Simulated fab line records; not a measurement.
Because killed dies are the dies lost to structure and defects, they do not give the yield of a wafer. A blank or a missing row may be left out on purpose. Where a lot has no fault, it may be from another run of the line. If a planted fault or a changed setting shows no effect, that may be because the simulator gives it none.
Problem report, 8D (eight disciplines) form, completed by code | flow sky130 | the parts of the form that need people (team, actions taken, sign-off) are left out

## 1. WHAT IS WRONG
Wafers free of any fault read 0.339 ohm/sq (standard deviation 0.0039) for CONTACT_W_RS at SKY_CONTACT_RS_MEAS_25, against a mean of 0.203 ohm/sq on 6 wafers of 2 lots. That puts it -35 standard deviations away from the usual mean.
The step: measures by four-point-probe.
First seen on wafer L522.1, day 35 18:08, on film_metro-02. The record holds 36 wafers of 12 lots with a number at this step. Rule for "out", or "out of limits": more than 4 standard deviations from the usual mean. All remaining wafers that have a number are taken as sound.

## 2. WHAT IT IS; WHAT IT IS NOT
question                    | is                     | is not
which readings at this step | CONTACT_W_RS           | -
which lots                  | L522, L523             | L509, L510, L512, L515, L516, L517, L529, L530, L531, L532
which wafers of those lots  | all that have a number | -
read on which gauges        | film_metro-02          | film_metro-03, film_metro-04
when                        | from day 35 18:08      | up to then (18 sound wafers); but 12 sound wafers of L529, L530, L531, L532 came after

## 3. THE SUSPECTS, EACH WITH WHAT RULES IT OUT
Counting: a tool at any process step up to the reading remains a suspect when it ran all the lots that are out and ran no sound lot after the first of those.
- the gauge at SKY_CONTACT_RS_MEAS_25: ruled out. All the wafers that are out were read on film_metro-02, but those of them that SKY_CONTACT_CMP_27 has rows for are out there too, on other tools.
- cvd_w-01 at SKY_CONTACT_CVD_24 (deposits W, target thk 340 nm, time 102.12 s): ruled out as a lasting fault. Following L522 (day 35 18:02), the first lot on it that is out, the sound lots L531, L532 were run on it.
Left after counting: nothing in the record.

## 4. THE CAUSE (what the simulator had put in)
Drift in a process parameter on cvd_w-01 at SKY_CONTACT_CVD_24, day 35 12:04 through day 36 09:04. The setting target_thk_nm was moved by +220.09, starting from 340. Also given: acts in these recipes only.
Counting ruled it out, wrongly: the rule takes a fault to strike every lot that its tool runs from its start on, and this one did not.

## 5. THE EFFECT CHAIN, in route order
Each row: a reading whose mean over the struck wafers that have a number lies more than 3 standard deviations from the usual. Only readings whose record carries a usual standard deviation are examined. hours: median over the lots of the time between each lot's start at the first step of this table that gives one and its start at this step. sigmas: the change, counted in usual standard deviations.
hours | step                   | reading            | usual        | on struck wafers | change | sigmas
0     | SKY_CONTACT_RS_MEAS_25 | CONTACT_W_RS       | 0.339 ohm/sq | 0.203            | -0.136 | -35
0     | SKY_CONTACT_CMP_27     | time_to_endpoint_s | 83 s         | 138              | +55    | +18
Process steps it contains:
- SKY_CONTACT_CMP_27: polishes, stops on SiO2, t overpolish 15 s, target thk 0 nm.
Readings that are blank on the struck wafers while sound wafers have them: CONTACT_W_THK at SKY_CONTACT_THK_MEAS_26.
Later measuring or inspecting steps at which every struck wafer that the step has a row for has a number for every such reading, and none has moved that far: SKY_METAL1_THK_MEAS_06.

## 6. HOW IT WOULD HAVE BEEN CAUGHT EARLIER
In this record the first reading out of limits at a measuring or inspecting step was taken at day 35 18:08, 6 hours after the fault began at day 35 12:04.
An alarm limit of 4 standard deviations would not have fired on the tool readings at SKY_CONTACT_CVD_24 for which the record gives a usual standard deviation, since none of them was out on any struck wafer.
